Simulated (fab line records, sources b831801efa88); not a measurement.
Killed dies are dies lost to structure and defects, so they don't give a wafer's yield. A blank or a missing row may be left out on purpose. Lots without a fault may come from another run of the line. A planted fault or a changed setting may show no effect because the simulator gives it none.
Which tool did it? | flow sky130 | 12 lots, 36 wafers sampled, at 5 steps of a route of 708

WHAT THE GAUGES READ, wafer by wafer
SKY_CAPM_THK_MEAS_01.
lot  | measured     | on            | CAPM_CVD_00_THK (nm)
L887 | day 36 12:34 | film_metro-04 | 15.43 15.63 15.40
L888 | day 36 21:55 | film_metro-02 | 15.66 15.42 15.62
L893 | day 38 03:23 | film_metro-04 | 15.58 15.08 15.42
L895 | day 39 00:05 | film_metro-01 | 15.19 15.51 15.51
L898 | day 39 18:35 | film_metro-04 | 15.08 15.49 15.34
L901 | day 40 18:04 | film_metro-04 | 14.88 15.47 15.57
L902 | day 41 15:06 | film_metro-04 | 15.38 15.84 15.49
L903 | day 41 18:07 | film_metro-01 | 15.17 15.14 15.47
L905 | day 42 00:05 | film_metro-02 | 15.40 15.15 15.61
L904 | day 42 15:34 | film_metro-01 | 15.36 15.35 15.65
L908 | day 42 22:23 | film_metro-01 | 15.32 15.43 15.40
L910 | day 43 02:31 | film_metro-04 | 15.37 15.51 15.81

SKY_VIA3_BOW_MEAS_03.
lot  | measured     | on            | VIA3_BOW (um)
L887 | day 38 17:16 | film_metro-03 | 96 86 80
L888 | day 39 04:00 | film_metro-02 | 76 75 77
L893 | day 40 08:29 | film_metro-03 | 89 104 92
L895 | day 41 04:28 | film_metro-01 | 75 75 74
L898 | day 41 21:32 | film_metro-01 | 80 84 74
L901 | day 42 20:17 | film_metro-01 | 75 66 73
L902 | day 43 16:34 | film_metro-01 | 79 87 93
L903 | day 43 17:59 | film_metro-03 | 143 137 135 - - -
L905 | day 44 00:52 | film_metro-01 | 137 128 142 - - -
L904 | day 44 15:46 | film_metro-01 | 127 133 141 - - -
L908 | day 44 21:56 | film_metro-01 | 79 75 71
L910 | day 45 01:35 | film_metro-02 | 92 79 82

WHICH TOOL RAN EACH LOT (tool, then ch and the chambers of the sampled wafers, then the start)
lot  | SKY_VIA2_STRIP_16                    | SKY_METAL3_METAL_ETCH_18          | SKY_VIA3_CMP_02
L887 | plasma_asher-02 ch 0,1, day 36 11:06 | rie_metal-04 ch 0,1, day 38 15:53 | cmp-01 ch 1,2, day 38 17:01
L888 | plasma_asher-04 ch 0,1, day 36 20:26 | rie_metal-04 ch 1, day 39 02:18   | cmp-02 ch 1,2,3, day 39 03:47
L893 | plasma_asher-02 ch 0,1, day 38 01:57 | rie_metal-01 ch 0,1, day 40 07:11 | cmp-01 ch 0,1,2, day 40 08:17
L895 | plasma_asher-04 ch 0,1, day 38 22:22 | rie_metal-01 ch 0,1, day 41 03:09 | cmp-01 ch 0,3, day 41 04:11
L898 | plasma_asher-01 ch 0,1, day 39 17:06 | rie_metal-01 ch 0,1, day 41 20:12 | cmp-02 ch 0,1,3, day 41 21:23
L901 | plasma_asher-04 ch 0,1, day 40 16:36 | rie_metal-04 ch 0,1, day 42 18:56 | cmp-02 ch 0,1,2, day 42 19:59
L902 | plasma_asher-04 ch 0,1, day 41 13:38 | rie_metal-02 ch 0,1, day 43 15:16 | cmp-01 ch 0,1,3, day 43 16:22
L903 | plasma_asher-04 ch 0,1, day 41 16:39 | rie_metal-04 ch 0,1, day 43 16:41 | cmp-01 ch 0,3, day 43 17:40
L905 | plasma_asher-01 ch 1, day 41 22:36   | rie_metal-01 ch 0,1, day 43 23:13 | cmp-02 ch 0,1,2, day 44 00:34
L904 | plasma_asher-04 ch 0,1, day 42 14:08 | rie_metal-01 ch 0, day 44 14:29   | cmp-01 ch 0,1, day 44 15:28
L908 | plasma_asher-02 ch 1, day 42 20:51   | rie_metal-02 ch 1, day 44 20:38   | cmp-01 ch 0,1,3, day 44 21:40
L910 | plasma_asher-04 ch 1, day 43 01:00   | rie_metal-01 ch 0,1, day 45 00:17 | cmp-01 ch 1,3, day 45 01:20
- SKY_VIA2_STRIP_16: strips in O2/N2.
- SKY_METAL3_METAL_ETCH_18: etches the open film in Cl2/BCl3, stops on SiO2, target depth 845 nm, time 183.1 s.
- SKY_VIA3_CMP_02: polishes SiO2.

WHAT THE TOOLS THEMSELVES READ (means of the sampled wafers that have a number; where no wafer has one, the mark that the record gives instead)
SKY_VIA2_STRIP_16.
lot  | tool            | drypump_motor_current_A (A) | oes_product_au (a.u.) | strip_time_to_endpoint_s (s)
L887 | plasma_asher-02 | 5.8                         | 0.395                 | 4.024
L888 | plasma_asher-04 | 5.8                         | 0.402                 | 4.076
L893 | plasma_asher-02 | 6.0                         | 0.402                 | 4.042
L895 | plasma_asher-04 | 5.8                         | 0.403                 | 4.073
L898 | plasma_asher-01 | 5.3                         | 0.404                 | 4.051
L901 | plasma_asher-04 | 5.6                         | 0.401                 | 4.011
L902 | plasma_asher-04 | 5.6                         | 0.400                 | 3.994
L903 | plasma_asher-04 | 5.8                         | 0.395                 | 4.006
L905 | plasma_asher-01 | 4.8                         | 0.401                 | 4.040
L904 | plasma_asher-04 | 5.6                         | 0.401                 | 4.060
L908 | plasma_asher-02 | 5.6                         | 0.393                 | 4.050
L910 | plasma_asher-04 | 5.4                         | 0.397                 | 4.049

SKY_METAL3_METAL_ETCH_18.
lot  | tool         | drypump_motor_current_A (A) | he_backside_leak_sccm (sccm) | oes_product_au (a.u.) | throttle_valve_pct (%)
L887 | rie_metal-04 | 5.9                         | 3.42                         | 0.868                 | 22.266
L888 | rie_metal-04 | 6.0                         | 3.10                         | 0.868                 | 22.261
L893 | rie_metal-01 | 5.5                         | 3.25                         | 0.866                 | 22.271
L895 | rie_metal-01 | 5.5                         | 3.23                         | 0.874                 | 22.270
L898 | rie_metal-01 | 5.5                         | 3.26                         | 0.862                 | 22.273
L901 | rie_metal-04 | 6.0                         | 3.72                         | 0.866                 | 22.255
L902 | rie_metal-02 | 5.7                         | 3.84                         | 0.855                 | 22.251
L903 | rie_metal-04 | 5.9                         | 3.28                         | 0.853                 | 22.272
L905 | rie_metal-01 | 5.7                         | 3.26                         | 0.863                 | 22.276
L904 | rie_metal-01 | 5.9                         | 3.31                         | 0.860                 | 22.273
L908 | rie_metal-02 | 6.1                         | 3.37                         | 0.863                 | 22.262
L910 | rie_metal-01 | 5.7                         | 3.27                         | 0.862                 | 22.255

SKY_VIA3_CMP_02.
lot  | tool   | edge_zone_pressure_frac | head_pressure_psi (psi) | motor_current_A (A)
L887 | cmp-01 | 1.002                   | 3.996                   | 12.5
L888 | cmp-02 | 1.001                   | 4.008                   | 10.3
L893 | cmp-01 | 0.999                   | 3.996                   | 12.4
L895 | cmp-01 | 0.996                   | 4.001                   | 13.7
L898 | cmp-02 | 0.995                   | 3.997                   | 12.0
L901 | cmp-02 | 1.000                   | 4.008                   | 11.3
L902 | cmp-01 | 1.000                   | 4.000                   | 13.3
L903 | cmp-01 | -                       | -                       | -
L905 | cmp-02 | -                       | -                       | -
L904 | cmp-01 | -                       | -                       | -
L908 | cmp-01 | 1.001                   | 3.999                   | 13.4
L910 | cmp-01 | 0.997                   | 4.001                   | 14.1

THE ANSWER, worked out from the rows above alone
Rule: what is usual is taken from the lots themselves. Put in order of their means at a reading, lots are off if they are a third of the lots or fewer, leave a main group of 4 or more, and stand apart from it by a gap of 3 or more times the standard deviation of the main group's means; of several such gaps the widest counts. A main group whose means are all the same, to the digits that the tables above print for the reading, isn't used. A lot without any number at a reading at which 4 lots or more have one is off too. The other lots that the step has rows for count as sound. The gauges are gone through in route order, then the tools' own readings, and for those a lot's mean is taken as printed above. The first step at which some lot is off is used, and at that step the reading that is off furthest; a lot without a number counts as furthest.
Off: L903, L905, L904, at SKY_VIA3_BOW_MEAS_03 (VIA3_BOW). The main group: mean 81 um, standard deviation 7.2.
A tool fits if, at a process step before that reading, it ran every lot that is off, and no sound lot after the first of them. The gauges at SKY_VIA3_BOW_MEAS_03 aren't tried: what is off there is off at SKY_VIA3_CMP_02 too, on other tools, and a gauge's error can't cause that. None of those tried fits.

WHAT THE SIMULATOR HAD PUT IN
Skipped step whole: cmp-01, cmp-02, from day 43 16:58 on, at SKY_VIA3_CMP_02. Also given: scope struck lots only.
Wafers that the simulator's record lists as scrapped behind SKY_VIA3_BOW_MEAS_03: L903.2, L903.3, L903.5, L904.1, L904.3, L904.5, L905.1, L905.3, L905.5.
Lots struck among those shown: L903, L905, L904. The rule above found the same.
